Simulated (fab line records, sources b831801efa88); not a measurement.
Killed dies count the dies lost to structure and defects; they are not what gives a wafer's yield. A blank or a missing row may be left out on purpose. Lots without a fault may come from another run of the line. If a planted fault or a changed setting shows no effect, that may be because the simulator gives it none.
Chamber matching	flow gf180mcu	4 sister chambers for GF_CONTACT_CMP_04 on cmp-01
The step polishes SiO2. 4 wafers are shown with their chamber, then 9 later ones without.

== WAFERS, EACH WITH ITS CHAMBER ==
wafer	chamber	timeToEndpointS (s)
L081.3	0	104
L081.5	3	108
L084.5	1	111
L084.6	2	107

== WAFERS WITHOUT THEIR CHAMBER ==
wafer	timeToEndpointS (s)
L085.1	105
L085.2	107
L085.4	113
L087.1	115
L087.2	111
L087.4	114
L095.1	111
L095.3	115
L095.5	120

== WHICH CHAMBER EACH WENT THROUGH ==
wafer	from the rows above	in truth
L085.1	can't be placed: 0 or 2 or 3 or 1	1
L085.2	can't be placed: 2 or 3 or 0 or 1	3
L085.4	can't be placed: 1 or 3 or 2 or 0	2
L087.1	can't be placed: 1 or 3 or 2 or 0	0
L087.2	can't be placed: 1 or 3 or 2 or 0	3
L087.4	can't be placed: 1 or 3 or 2 or 0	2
L095.1	can't be placed: 1 or 3 or 2 or 0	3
L095.3	can't be placed: 1 or 3 or 2 or 0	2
L095.5	can't be placed: 1 or 3 or 2 or 0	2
Correct placement for 0 of the 9. Unplaceable from these rows: 9, with the true chamber sitting among the candidates in 9. Wrongly placed: 0.
How it was worked out, from the rows above alone: a wafer's distance from a chamber is the root of the sum, over the readings, of the square of ((its reading less the chamber's mean) divided by the reading's scatter). If the next closest chamber is less than 2 further off than the closest, the wafer can't be placed; otherwise it belongs to the closest. For every chamber, the mean is computed from those of its wafers that are shown. The scatter: root of mean squared gap, hidden wafer to nearest shown wafer, with one shown wafer a chamber.
